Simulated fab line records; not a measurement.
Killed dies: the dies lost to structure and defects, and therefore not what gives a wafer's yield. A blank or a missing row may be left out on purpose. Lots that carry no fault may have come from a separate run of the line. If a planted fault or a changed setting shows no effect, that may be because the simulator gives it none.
8D (eight disciplines) problem report, filled in by code	flow gf180mcu	the parts of the form that need people (team, actions taken, sign-off) are left out

1. THE ISSUE
Mean of developer temp C at GF_DUAL_GATE_DEVELOP_10: 23.85 C across 6 wafers in 2 lots; on wafers with no fault it is 23.00 C (standard deviation 0.1). Relative to the usual mean, that is a shift of +8.5 standard deviations.
The step: develop time 60 s.
The first sign was on wafer L664.1 at day 10 17:58, on litho track-04. The record has a number at this step for 18 wafers belonging to 6 lots. The rule behind "out" and "out of limits": a value lying over 4 standard deviations away from the usual mean. The rest of the wafers with a number are treated as sound.

2. WHAT IT IS, AND WHAT IT ISN'T
question	is	is not
which readings at this step	developer temp C	exhaust pa
which lots	L664, L667	L660, L671, L675, L677
which wafers of those lots	all that have a number	-
read on which tools	litho track-04	litho track-01, litho track-03
when	from day 10 17:58	up to then (3 sound wafers); but 9 sound wafers of L671, L675, L677 came after

3. SUSPECTS, AND WHAT RULES EACH OUT
Counting: a tool at any process step up to the reading remains a suspect when it ran all the lots that are out and ran no sound lot after the first of those.
- litho track-04 at GF_DUAL_GATE_DEVELOP_10 (develop time 60 s): ruled out as a lasting fault. After its first lot that is out, L664 (day 10 17:58), sound lots L675 ran on it.
Left after counting: nothing in the record.

4. THE CAUSE (what the simulator had put in)
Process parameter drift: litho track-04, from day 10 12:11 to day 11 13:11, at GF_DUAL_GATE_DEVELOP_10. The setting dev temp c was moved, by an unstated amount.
Counting ruled it out, wrongly.

5. SEQUENCE OF EFFECTS, ordered by route
Each row: a reading where the mean over the struck wafers with a number is more than 3 standard deviations away from the usual. Only readings for which the record gives a usual standard deviation are gone through. hours: the time from each lot's start at the first step in this table that gives one to its start at this step, as a median over the lots. sigmas: the change in usual standard deviations.
hours	step	reading	usual	on struck wafers	change	sigmas
0	GF_DUAL_GATE_DEVELOP_10	developer temp C	23.00 C	23.85	+0.85	+8.5
Its process steps:
- GF_DUAL_GATE_DEVELOP_10: develop time 60 s.
Later measuring or inspecting steps at which every struck wafer that the step has a row for has a number for every such reading, and none has moved that far: GF_DUAL_GATE_OVL_MEAS_11.

6. HOW IT WOULD HAVE BEEN CAUGHT EARLIER
6 hours passed between the start of the fault at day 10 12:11 and the first reading out of limits in this record, taken at day 10 17:58.
